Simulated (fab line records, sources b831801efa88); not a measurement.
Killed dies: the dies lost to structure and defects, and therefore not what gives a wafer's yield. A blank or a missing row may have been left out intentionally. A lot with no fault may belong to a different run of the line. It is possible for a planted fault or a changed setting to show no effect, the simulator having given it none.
The tool behind it: which one? + flow sky130 + 39 wafers from 13 lots sampled at 5 of the route's 708 steps

== WHAT THE GAUGES READ, wafer by wafer ==
SKY_NWELL_RS_MEAS_31: measures by four-point-probe. Usual: PWDE_RS gives 5277 ohm/sq (standard deviation 14).
| lot  | measured     | on            | PWDE_RS (ohm/sq) | flag |
|------|--------------|---------------|------------------|------|
| L101 | day 5 07:20  | film-metro-03 | 5276 5264 5269   |      |
| L104 | day 6 02:11  | film-metro-02 | 5265 5296 5264   |      |
| L105 | day 6 03:55  | film-metro-03 | 5272 5259 5261   |      |
| L106 | day 6 11:49  | film-metro-03 | 5267 5264 5279   |      |
| L110 | day 8 09:57  | film-metro-03 | 5271 5284 5266   |      |
| L117 | day 9 11:13  | film-metro-02 | 5264 5269 5263   |      |
| L119 | day 9 18:38  | film-metro-02 | 5247 5264 5261   |      |
| L118 | day 9 20:53  | film-metro-02 | 5285 5297 5282   |      |
| L120 | day 10 05:14 | film-metro-01 | 5279 5275 5289   |      |
| L121 | day 10 11:41 | film-metro-03 | 5289 5297 5292   |      |
| L122 | day 10 19:38 | film-metro-01 | 5288 5297 5300   |      |
| L123 | day 11 00:03 | film-metro-01 | 5283 5282 5293   |      |
| L124 | day 11 02:28 | film-metro-01 | 5284 5282 5271   |      |

SKY_VT_ADJUST_LVTN_TW_MEAS_21. Usual: VT_ADJUST_LVTN_2_TW gives 189.2 (standard deviation 0.78).
| lot  | measured     | on            | VT_ADJUST_LVTN_2_TW | flag |
|------|--------------|---------------|---------------------|------|
| L101 | day 7 16:26  | film-metro-01 | 188.6 189.4 188.9   |      |
| L104 | day 8 13:32  | film-metro-04 | 188.5 189.5 188.5   |      |
| L105 | day 8 17:14  | film-metro-03 | 231.3 232.0 232.8   | OFF  |
| L106 | day 8 23:55  | film-metro-04 | 188.1 188.9 188.8   |      |
| L110 | day 11 02:37 | film-metro-04 | 229.4 228.1 229.4   | OFF  |
| L117 | day 12 08:31 | film-metro-01 | 188.9 189.3 188.9   |      |
| L119 | day 12 15:40 | film-metro-01 | 189.4 190.1 189.9   |      |
| L118 | day 12 18:23 | film-metro-04 | 188.6 188.9 187.8   |      |
| L120 | day 13 03:59 | film-metro-01 | 188.9 189.4 190.2   |      |
| L121 | day 13 11:26 | film-metro-01 | 190.0 189.0 189.8   |      |
| L122 | day 13 19:46 | film-metro-04 | 188.7 189.7 189.6   |      |
| L123 | day 14 01:20 | film-metro-03 | 190.6 190.2 190.3   |      |
| L124 | day 14 04:52 | film-metro-01 | 189.8 189.9 190.0   |      |

SKY_VT_ADJUST_HVTR_OVL_MEAS_08. Usual: VT_ADJUST_HVTR_OVL gives 0.7 nm (standard deviation 1.5).
| lot  | measured     | on         | VT_ADJUST_HVTR_OVL (nm) | flag |
|------|--------------|------------|-------------------------|------|
| L101 | day 9 07:46  | overlay-01 | 0.9 0.0 2.3             |      |
| L104 | day 10 06:20 | overlay-01 | 2.3 1.8 0.7             |      |
| L105 | day 10 10:13 | overlay-02 | 1.3 1.1 2.5             |      |
| L106 | day 10 18:40 | overlay-02 | 1.3 -0.8 -0.3           |      |
| L110 | day 13 01:26 | overlay-02 | -0.2 1.1 0.6            |      |
| L117 | day 14 11:02 | overlay-02 | 0.6 2.8 2.1             |      |
| L119 | day 14 19:24 | overlay-01 | -1.5 -1.3 -0.3          |      |
| L118 | day 14 22:37 | overlay-01 | -1.0 -1.7 -0.3          |      |
| L120 | day 15 08:44 | overlay-02 | 2.9 0.6 0.8             |      |
| L121 | day 15 17:52 | overlay-02 | 2.9 3.3 1.9             |      |
| L122 | day 16 00:14 | overlay-01 | 0.5 1.0 1.7             |      |
| L123 | day 16 07:25 | overlay-01 | 1.9 0.1 -0.6            |      |
| L124 | day 16 10:11 | overlay-02 | 2.6 -0.9 1.7            |      |

SKY_SONOS_ONO_THK_MEAS_01. Usual: SONOS_ONO_OXIDATION_THK gives 2.61 nm (standard deviation 0.06).
| lot  | measured     | on            | SONOS_ONO_OXIDATION_THK (nm) | flag |
|------|--------------|---------------|------------------------------|------|
| L101 | day 11 07:27 | film-metro-01 | 2.68 2.69 2.60               |      |
| L104 | day 12 08:01 | film-metro-04 | 2.57 2.59 2.59               |      |
| L105 | day 12 11:40 | film-metro-02 | 2.70 2.68 2.70               |      |
| L106 | day 12 20:22 | film-metro-02 | 2.61 2.64 2.68               |      |
| L110 | day 15 09:55 | film-metro-04 | 2.63 2.56 2.68               |      |
| L117 | day 16 20:25 | film-metro-02 | 2.59 2.57 2.58               |      |
| L119 | day 17 05:07 | film-metro-01 | 2.66 2.61 2.66               |      |
| L118 | day 17 07:54 | film-metro-01 | 2.62 2.62 2.68               |      |
| L120 | day 17 19:34 | film-metro-04 | 2.50 2.59 2.59               |      |
| L121 | day 18 06:15 | film-metro-04 | 2.64 2.54 2.59               |      |
| L122 | day 18 11:39 | film-metro-04 | 2.55 2.55 2.55               |      |
| L123 | day 18 22:36 | film-metro-02 | 2.52 2.56 2.60               |      |
| L124 | day 18 22:36 | film-metro-04 | 2.55 2.49 2.57               |      |

== TOOL THAT RAN EACH LOT (tool first, then ch and the chambers of the sampled wafers, then the start) ==
| lot  | SKY_VT_ADJUST_LVTN_IMPLANT_19   |
|------|---------------------------------|
| L101 | implanter-03 ch 0, day 7 16:11  |
| L104 | implanter-01 ch 0, day 8 13:17  |
| L105 | implanter-03 ch 0, day 8 16:40  |
| L106 | implanter-03 ch 0, day 8 23:40  |
| L110 | implanter-02 ch 0, day 11 01:58 |
| L117 | implanter-03 ch 0, day 12 08:17 |
| L119 | implanter-02 ch 0, day 12 15:26 |
| L118 | implanter-03 ch 0, day 12 18:08 |
| L120 | implanter-02 ch 0, day 13 03:44 |
| L121 | implanter-01 ch 0, day 13 11:11 |
| L122 | implanter-03 ch 0, day 13 19:31 |
| L123 | implanter-03 ch 0, day 14 01:05 |
| L124 | implanter-02 ch 0, day 14 04:35 |
- SKY_VT_ADJUST_LVTN_IMPLANT_19

== WHAT THE TOOLS THEMSELVES READ (means of the sampled wafers that have a number; where no wafer has one, the mark that the record gives instead) ==
SKY_VT_ADJUST_LVTN_IMPLANT_19. Usual: beam-on-s 10.00 s, standard deviation 0.22; faraday-current-uA 3.67, standard deviation 0.08.
| lot  | tool         | beam-on-s (s) | faraday-current-uA | flag |
|------|--------------|---------------|--------------------|------|
| L101 | implanter-03 | 9.91          | 3.70               |      |
| L104 | implanter-01 | 9.93          | 3.69               |      |
| L105 | implanter-03 | 9.75          | 3.75               |      |
| L106 | implanter-03 | 10.08         | 3.64               |      |
| L110 | implanter-02 | 10.12         | 3.62               |      |
| L117 | implanter-03 | 9.93          | 3.70               |      |
| L119 | implanter-02 | 9.88          | 3.71               |      |
| L118 | implanter-03 | 10.12         | 3.62               |      |
| L120 | implanter-02 | 10.02         | 3.66               |      |
| L121 | implanter-01 | 9.97          | 3.67               |      |
| L122 | implanter-03 | 10.14         | 3.63               |      |
| L123 | implanter-03 | 10.24         | 3.58               |      |
| L124 | implanter-02 | 10.10         | 3.62               |      |

== THE ANSWER, worked out from the rows above alone ==
Rule: a lot counts as off when the mean over its wafers that have a number is more than 3 standard deviations away from the usual mean. A lot without any number at a reading at which 4 lots or more have one is off too. Any other lot the step has rows for is counted as sound. Order of review: gauges by route order, followed by the tools' own readings, for which a lot's mean as printed above is used. The first step at which some lot is off is used, and at that step the reading that is off furthest; a lot without a number counts as furthest.
Off: L105, L110, at SKY_VT_ADJUST_LVTN_TW_MEAS_21 (VT_ADJUST_LVTN_2_TW).
If a tool, at a process step before that reading, ran all the lots that are off and no sound lot after the first of them, it fits. The gauges at SKY_VT_ADJUST_LVTN_TW_MEAS_21 are tried like those tools. Of those tried, none fits.

== WHAT WAS PUT IN BY THE SIMULATOR ==
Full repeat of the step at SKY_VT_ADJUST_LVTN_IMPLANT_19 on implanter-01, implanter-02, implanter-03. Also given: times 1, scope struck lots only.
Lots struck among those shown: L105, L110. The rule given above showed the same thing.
